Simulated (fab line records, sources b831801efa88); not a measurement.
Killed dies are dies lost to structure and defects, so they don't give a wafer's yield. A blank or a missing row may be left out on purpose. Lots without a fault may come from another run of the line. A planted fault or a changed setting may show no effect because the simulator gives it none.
Which tool did it? | flow sky130 | 10 lots, 30 wafers sampled, at 1 step of a route of 708

WHAT THE GAUGES READ, wafer by wafer
SKY_VIA3_THK_MEAS_23: measures by xrf.
lot  | measured     | on            | VIA3_W_THK (nm)
L391 | day 41 07:05 | film_metro-04 | 389 391 383
L395 | day 41 23:53 | film_metro-04 | 388 386 387
L397 | day 42 09:47 | film_metro-02 | 378 377 375
L399 | day 43 01:56 | film_metro-01 | 381 374 377
L404 | day 44 09:52 | film_metro-04 | 385 376 383
L405 | day 44 15:48 | film_metro-04 | 379 377 378
L408 | day 45 04:50 | film_metro-02 | 384 384 380
L409 | day 45 11:28 | film_metro-02 | 379 382 379
L410 | day 46 06:47 | film_metro-02 | 376 379 372
L411 | day 46 07:32 | film_metro-01 | 380 371 380

WHICH TOOL RAN EACH LOT (tool, then ch and the chambers of the sampled wafers, then the start)
The record holds no process step before these readings.

THE ANSWER, worked out from the rows above alone
Rule: what is usual is taken from the lots themselves. Put in order of their means at a reading, lots are off if they are a third of the lots or fewer, leave a main group of 4 or more, and stand apart from it by a gap of 3 or more times the standard deviation of the main group's means; of several such gaps the widest counts. A main group whose means are all the same, to the digits that the tables above print for the reading, isn't used. A lot without any number at a reading at which 4 lots or more have one is off too. The other lots that the step has rows for count as sound.
No lot is off at any reading shown: from this, nothing can be told.

WHAT THE SIMULATOR HAD PUT IN
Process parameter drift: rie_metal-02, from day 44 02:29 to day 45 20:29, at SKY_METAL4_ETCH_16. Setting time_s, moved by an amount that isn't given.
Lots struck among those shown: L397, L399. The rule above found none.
